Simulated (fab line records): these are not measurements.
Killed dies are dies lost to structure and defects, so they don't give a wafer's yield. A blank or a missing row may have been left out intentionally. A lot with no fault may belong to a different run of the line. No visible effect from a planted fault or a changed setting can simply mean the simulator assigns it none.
One fault seen from 2 desks ; flow gf180mcu ; each desk has only its own numbers; what lay behind them comes last

== AT THE TOOL OWNER'S DESK: lithoTrack-04 ==
The tool's own readings at GF_HV_LDD_HMDS_13 (prime time 60 s): means of the sampled wafers that have a number, for each lot that ran on this tool. If a lot's mean is further than 4 standard deviations from the usual mean, the lot is out of limits and carries the mark OUT (the distance appears in the brackets).
Columns: A = chillPlateTempC at GF_HV_LDD_HMDS_13, usual 23.01 C; B = primeTempC at GF_HV_LDD_HMDS_13, usual 120.01 C
lot;first seen here;A;B
L386;day 10 16:05;23.03;120.15
L392;day 12 14:05;23.01;116.91 (-24) OUT
L393;day 13 01:23;23.06;116.95 (-24) OUT
L401;day 15 14:50;23.10;120.11
L406;day 16 22:14;22.92;119.97
L407;day 17 10:35;22.85;119.88
Finding of this desk: L392, L393 out of limits; the first was L392 at day 12 14:05, on primeTempC at GF_HV_LDD_HMDS_13. In limits: L386, L401, L406, L407.

== FROM THE METROLOGY DESK ==
What the gauges read, lot by lot, whatever tool the lot ran on: means of the sampled wafers that have a number. If a lot's mean is further than 4 standard deviations from the usual mean, the lot is out of limits and carries the mark OUT (the distance appears in the brackets).
Columns: A = SALICIDE_TIN_THK at GF_SALICIDE_THK_MEAS_05, usual 19.83 nm
lot;first seen here;A
L386;day 15 11:18;19.88
L390;day 17 01:55;19.66
L392;day 17 17:13;19.62
L393;day 18 08:19;19.86
L397;day 19 12:45;20.23
L400;day 20 20:01;20.04
L401;day 21 06:49;19.89
L402;day 21 11:38;19.99
L403;day 21 17:45;20.07
L404;day 22 05:59;19.50
L405;day 22 12:59;19.88
L406;day 22 15:45;20.18
L407;day 23 03:34;19.52
L408;day 23 14:07;20.06
This desk's finding: nothing out of limits on any of the 14 lots.

== ALL TOGETHER ==
At day 12 14:05, on L392, L393, the tool owner's desk was in a position to raise an alarm.
From the metrology desk's view, nothing was out of limits.
The metrology desk has L392, L393 on record, within its limits.
GF_HV_LDD_HMDS_13 was run on lithoTrack-04 by each of the lots named.

== WHAT THE SIMULATOR PUT IN ==
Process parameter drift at GF_HV_LDD_HMDS_13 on lithoTrack-04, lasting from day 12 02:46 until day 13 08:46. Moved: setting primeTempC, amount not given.
Shown lots that were struck: L392, L393.
How many hours passed from the start of the fault until each desk's first out-of-limits reading: the tool owner's desk, 11.
